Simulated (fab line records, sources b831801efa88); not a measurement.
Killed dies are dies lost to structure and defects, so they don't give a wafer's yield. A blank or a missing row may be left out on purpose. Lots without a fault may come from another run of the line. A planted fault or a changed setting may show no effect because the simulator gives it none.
Chamber matching | flow sky130 | SKY_VIA4_CMP_02 on cmp-01: 4 sister chambers
The step polishes SiO2. 4 wafers are shown with their chamber, then 7 later ones without.

WAFERS WITH THEIR CHAMBER
wafer  | chamber | motor_current_A (A)
L974.4 | 1       | 10.7
L979.1 | 2       | 15.9
L986.1 | 0       | 10.0
L986.4 | 3       | 13.2

WAFERS WITHOUT THEIR CHAMBER
wafer  | motor_current_A (A)
L986.6 | 16.3
L985.1 | 10.1
L985.5 | 12.4
L985.6 | 15.9
L997.2 | 10.6
L997.5 | 12.2
L997.6 | 10.1

WHICH CHAMBER EACH WENT THROUGH
wafer  | from the rows above     | in truth
L986.6 | 2                       | 2
L985.1 | can't be placed: 0 or 1 | 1
L985.5 | can't be placed: 3 or 1 | 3
L985.6 | 2                       | 2
L997.2 | can't be placed: 1 or 0 | 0
L997.5 | can't be placed: 3 or 1 | 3
L997.6 | can't be placed: 0 or 1 | 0
Placed correctly: 2 of 7. Can't be placed from these rows: 5 (the true chamber is among the candidates in 5). Placed wrongly: 0.
How it was worked out, from the rows above alone: a wafer's distance from a chamber is the root of the sum, over the readings, of the square of ((its reading less the chamber's mean) divided by the reading's scatter). The wafer belongs to the nearest chamber; if the next one is less than 2 further off, it can't be placed. A chamber's mean is the mean of its shown wafers. The scatter: with one shown wafer a chamber, the root of the mean of the squares of how far each hidden wafer lies from its nearest shown one.
